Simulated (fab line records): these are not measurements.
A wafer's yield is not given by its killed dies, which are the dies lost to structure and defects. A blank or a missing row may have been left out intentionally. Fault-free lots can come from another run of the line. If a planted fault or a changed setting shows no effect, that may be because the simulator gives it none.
fab line records	flow gf180mcu
record: lots: 6	wafers: 18	lastDay: 33
route steps=602 shown HV_LDD@182
lots untouched by any fault: they come from a run of this same line in which no faults occurred
startH: hours from the record's first day to the start of the lot's first wafer shown	waitH: hours since the lot's step before	" the same as in the row above	L1.1+2: one row covering several wafers at once	- value missing, or start not given	* or withheld: withheld	< > ~ a bound
route shown NAME@n: names a module that has steps shown in the file, with the first one's number in the route	usual: mean/standard deviation of fault-free wafers	same: alike in all rows	chamber/n: place in a boat	sites: readings site by site	_std_site: their standard deviation	_edge_site: outer sites' mean less inner sites'	radiusMm: how far each site lies from the wafer's centre	mask NAME#n: copy n	behind: the most recent tool/chamber to have shaped the wafer	hold: reason for holding the lot/hours on hold/outcome of the hold	device: whichever transistor did not switch (one of n, p or np)	end of line: at the end of the route, the tests of the same wafers	where a step has no rows: the recipe by itself	killed: not the wafer's yield, but the dies lost to structure and defects at the first sort	map: a wafer's dies, x killed, . not, _ none there
set.NAME: the run value of the setting; set.NAME@STEP: its run value at that earlier step	model.NAME: the simulator's own value behind a step, which no gauge read
a table for each step, a row for each wafer; lots at some steps of the route
services: the hour from which a tool's chamber was out of use, counted from the record's first day as startH (under 0 if before that day), plus the number of hours and why
== steps ==
step: GF_HV_LDD_DEVELOP_06
recipe: developTimeS: 60	devTempC: 23
step: GF_HV_LDD_CD_MEAS_07
recipe: targetCdNm: 400
usual: cdNm: 400.5/2.3
lot.wafer	tool	chamber	startH	waitH	cdNm
L975.2	cdSem-02	-	253.94	0.1	401.7
L975.3	"	-	"	"	399.5
L975.5	"	-	"	"	398.3
L977.1	cdSem-01	-	268.92	0.1	402.9
L977.2	"	-	"	"	401.0
L977.4	"	-	"	"	399.9
L982.3	cdSem-01	-	294.45	0.1	400.1
L982.5	"	-	"	"	398.7
L982.6	"	-	"	"	397.7
L983.3	cdSem-02	-	306.62	0.1	399.3
L983.5	"	-	"	"	398.2
L983.6	"	-	"	"	397.3
L987.1	cdSem-01	-	337.27	0.1	402.1
L987.5	"	-	"	"	402.8
L987.6	"	-	"	"	404.7
L988.1	cdSem-01	-	344.51	0.1	397.5
L988.2	"	-	"	"	397.1
L988.6	"	-	"	"	395.6
step: GF_HV_LDD_OVL_MEAS_08
usual: HV_LDD_OVL: 0.7/1.7
lot.wafer	tool	chamber	startH	waitH	HV_LDD_OVL[nm]
L975.2	overlay-01	-	254.04	0.1	-2.0
L975.3	"	-	"	"	-2.1
L975.5	"	-	"	"	-1.1
L977.1	overlay-01	-	269.04	0.1	-2.4
L977.2	"	-	"	"	-2.5
L977.4	"	-	"	"	-3.1
L982.3	overlay-01	-	294.55	0.1	2.3
L982.5	"	-	"	"	2.6
L982.6	"	-	"	"	2.1
L983.3	overlay-02	-	306.71	0.1	-1.2
L983.5	"	-	"	"	-0.9
L983.6	"	-	"	"	-0.4
L987.1	overlay-02	-	337.39	0.1	-0.1
L987.5	"	-	"	"	0.7
L987.6	"	-	"	"	2.5
L988.1	overlay-02	-	344.63	0.1	-1.0
L988.2	"	-	"	"	-2.6
L988.6	"	-	"	"	-2.6
step: GF_HV_LDD_IMPLANT_09
recipe: species: As	energyKev: 40	doseCm2: 1e+14	tiltDeg: 7
step: GF_HV_LDD_STRIP_10
recipe: chemistry: O2/N2	powerW: 1400	pressureMtorr: 1500	platenTempC: 250	o2FlowSccm: 3000	n2FlowSccm: 300	overashFraction: 0.5
usual: drypumpMotorCurrentA: 5.8/0.37	heaterPowerW: 343/38	oesProductAu: 0.716/0.0045	stripTimeToEndpointS: 12.641/0.027
lot.wafer	tool	chamber	startH	waitH	drypumpMotorCurrentA	heaterPowerW	oesProductAu	rfHoursCounterH	stripTimeToEndpointS
L975.2	plasmaAsher-04	1	254.22	0.1	6.1	374	0.718	58	12.659
L975.3	"	1	"	"	6.1	381	0.717	-	12.628
L975.5	"	1	"	"	6.1	364	0.719	-	12.676
L977.1	plasmaAsher-04	1	269.22	0.1	6.0	370	0.727	60	12.627
L977.2	"	0	"	"	5.4	317	0.708	60	12.583
L977.4	"	1	"	"	6.0	383	0.719	-	12.596
L982.3	plasmaAsher-01	0	294.75	0.1	5.7	333	0.716	-	12.652
L982.5	"	0	"	"	5.7	335	0.723	-	12.654
L982.6	"	1	"	"	5.6	391	0.721	-	12.668
L983.3	plasmaAsher-01	1	306.92	0.1	5.7	394	0.714	-	12.605
L983.5	"	0	"	"	5.7	338	0.723	-	12.619
L983.6	"	1	"	"	5.6	401	0.718	-	12.604
L987.1	plasmaAsher-04	0	337.58	0.1	5.4	315	0.720	67	12.651
L987.5	"	0	"	"	5.4	317	0.715	-	12.662
L987.6	"	1	"	"	6.1	377	0.715	-	12.624
L988.1	plasmaAsher-03	0	344.82	0.1	5.5	287	0.720	22	12.695
L988.2	"	1	"	"	6.6	303	0.716	22	12.651
L988.6	"	0	"	"	5.5	295	0.717	-	12.647
step: GF_HV_LDD_TW_MEAS_11
usual: HV_LDD_TW: 2418/32
lot.wafer	tool	chamber	startH	waitH	HV_LDD_TW
L975.2	filmMetro-02	-	254.33	0.1	2438
L975.3	"	-	"	"	2449
L975.5	"	-	"	"	2449
L977.1	filmMetro-04	-	269.32	0.1	2371
L977.2	"	-	"	"	2374
L977.4	"	-	"	"	2368
L982.3	filmMetro-01	-	294.84	0.1	2430
L982.5	"	-	"	"	2408
L982.6	"	-	"	"	2439
L983.3	filmMetro-01	-	307.01	0.1	2419
L983.5	"	-	"	"	2425
L983.6	"	-	"	"	2420
L987.1	filmMetro-04	-	337.68	0.1	2377
L987.5	"	-	"	"	2360
L987.6	"	-	"	"	2366
L988.1	filmMetro-02	-	344.92	0.1	2431
L988.2	"	-	"	"	2429
L988.6	"	-	"	"	2454
step: GF_HV_LDD_DEHYDRATE_12
recipe: tempC: 200	timeS: 60
step: GF_HV_LDD_HMDS_13
recipe: primeTimeS: 60	primeTempC: 120
step: GF_HV_LDD_COAT_14
recipe: resist: NOVOLAK	spinRpm: 3000	resistThkNm: 1000
step: GF_HV_LDD_SOFTBAKE_15
recipe: tempC: 90	timeS: 60	resist: NOVOLAK
step: GF_HV_LDD_EXPOSE_16
recipe: maskId: Pplus_LV_AREA	targetCdNm: 400	na: 0.6	sourceShape: conventional	sigmaOuter: 0.6	doseMj: 140
step: GF_HV_LDD_PEB_17
recipe: tempC: withheld	timeS: *	resist: NOVOLAK
step: GF_HV_LDD_DEVELOP_18
recipe: developTimeS: 60	devTempC: 23
usual: chillPlateTempC: 22.99/0.1	developTimeS: 60/0	developerTempC: 22.99/0.11
lot.wafer	tool	chamber	startH	waitH	chillPlateTempC	developTimeS	developerTempC
L975.2	lithoTrack-02	0	272.15	0.1	22.83	60	23.08
L975.3	"	0	"	"	22.83	60	23.18
L975.5	"	0	"	"	22.73	60	23.11
L977.1	lithoTrack-02	0	287.57	0.1	23.13	60	22.93
L977.2	"	0	"	"	23.11	60	22.84
L977.4	"	0	"	"	22.98	60	22.99
L982.3	lithoTrack-02	-	314.52	0.1	-	-	-
L982.5	"	-	"	"	-	-	-
L982.6	"	-	"	"	-	-	-
L983.3	lithoTrack-03	-	327.23	0.1	-	-	-
L983.5	"	-	"	"	-	-	-
L983.6	"	-	"	"	-	-	-
L987.1	lithoTrack-02	0	358.67	0.1	22.85	60	23.15
L987.5	"	0	"	"	22.87	60	23.16
L987.6	"	0	"	"	23.02	60	23.10
L988.1	lithoTrack-04	0	365.86	0.1	22.92	60	22.83
L988.2	"	0	"	"	22.66	60	23.02
L988.6	"	0	"	"	22.88	60	23.10
step: GF_HV_LDD_CD_MEAS_19
recipe: targetCdNm: 400
usual: cdNm: 400.1/2.1
lot.wafer	tool	chamber	startH	waitH	cdNm
L975.2	cdSem-01	-	272.29	0.1	399.9
L975.3	"	-	"	"	398.6
L975.5	"	-	"	"	399.6
L977.1	cdSem-01	-	287.72	0.1	397.6
L977.2	"	-	"	"	398.4
L977.4	"	-	"	"	397.6
L982.3	cdSem-01	-	314.66	0.1	-
L982.5	"	-	"	"	-
L982.6	"	-	"	"	-
L983.3	cdSem-02	-	327.37	0.1	-
L983.5	"	-	"	"	-
L983.6	"	-	"	"	-
L987.1	cdSem-01	-	358.82	0.1	402.0
L987.5	"	-	"	"	401.8
L987.6	"	-	"	"	401.3
L988.1	cdSem-01	-	366.01	0.1	398.8
L988.2	"	-	"	"	401.6
L988.6	"	-	"	"	399.3
== services ==
tool	chamber	startH	hours	kind
plasmaAsher-03	-	351.05	3.5	repair
plasmaAsher-03	-	358.53	1.3	repair
== key ==
firstSign: step: GF_HV_LDD_DEVELOP_18	reading: toolRecord	direction: missing
effect none on later readings
metAt GF_HV_LDD_DEVELOP_18
struckWafers L982.3,L982.5,L982.6,L983.3,L983.5,L983.6
laterRowsLeftOut L982.3,L982.5,L982.6,L983.3,L983.5,L983.6
sortLeftOut L982.3,L982.5,L982.6,L983.3,L983.5,L983.6
testerLeftOut L982,L983
onsetBetween 287.57 314.52
fault: kind: skippedStepWhole	tool: lithoTrack-02,lithoTrack-03	chamber: -	onsetH: 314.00	steps: GF_HV_LDD_DEVELOP_18	scope: struckLotsOnly
testerLeftOut: of these lots the tester's yield and bins aren't shown, on N5 and GAA mostly nor the transistor test; their killed dies are dies lost to structure and defects alone, not to doping, threshold or leakage, so they don't give the yield
sortLeftOut: the simulated sort isn't trusted on such a fault, so these wafers' sort isn't shown, and their yield isn't known
laterRowsLeftOut: the simulator's readings of these wafers behind a module that went badly wrong aren't trusted and aren't shown, but for the sort
